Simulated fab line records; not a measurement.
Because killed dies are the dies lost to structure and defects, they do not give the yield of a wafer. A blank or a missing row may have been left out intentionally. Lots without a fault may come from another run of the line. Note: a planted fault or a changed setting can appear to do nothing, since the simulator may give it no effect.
Which of the tools did it?    flow sky130    route of 708 steps, sampled at 1 step: 11 lots, 33 wafers

== WHAT THE GAUGES READ, wafer by wafer ==
SKY_VIA1_THK_MEAS_23: measures by xrf.
lot   measured      on            VIA1_W_THK (nm)
L416  day 34 01:31  filmMetro-02  267 260 258
L418  day 35 01:08  filmMetro-01  258 265 269
L423  day 36 13:52  filmMetro-02  262 264 263
L425  day 37 05:56  filmMetro-01  266 268 266
L429  day 38 16:56  filmMetro-02  256 262 259
L432  day 39 23:59  filmMetro-03  255 260 258
L433  day 40 01:35  filmMetro-02  267 265 269
L434  day 40 06:55  filmMetro-01  263 268 261
L435  day 40 09:12  filmMetro-01  271 266 268
L438  day 40 22:37  filmMetro-03  254 255 256
L437  day 41 01:00  filmMetro-03  258 256 261

== WHICH TOOL RAN EACH LOT (tool, then ch and the chambers of the sampled wafers, then the start) ==
Before these readings, the record contains no process step.

== THE ANSWER, worked out from the rows above alone ==
Rule: the lots themselves supply what counts as usual. The widest of any qualifying gaps counts: lots, ordered by their means at a reading, are off when they make up no more than a third of the lots, leave a main group of 4 or more, and stand apart from it by 3 or more times the standard deviation of that group's means. If all means in a main group match to the digits the tables above print for the reading, that group is not used. Also off: a lot with no number at a reading for which 4 or more lots have one. The other lots that the step has rows for count as sound.
Across all readings shown, no lot is off: no conclusion can be drawn from this.

== WHAT THE SIMULATOR HAD INSERTED ==
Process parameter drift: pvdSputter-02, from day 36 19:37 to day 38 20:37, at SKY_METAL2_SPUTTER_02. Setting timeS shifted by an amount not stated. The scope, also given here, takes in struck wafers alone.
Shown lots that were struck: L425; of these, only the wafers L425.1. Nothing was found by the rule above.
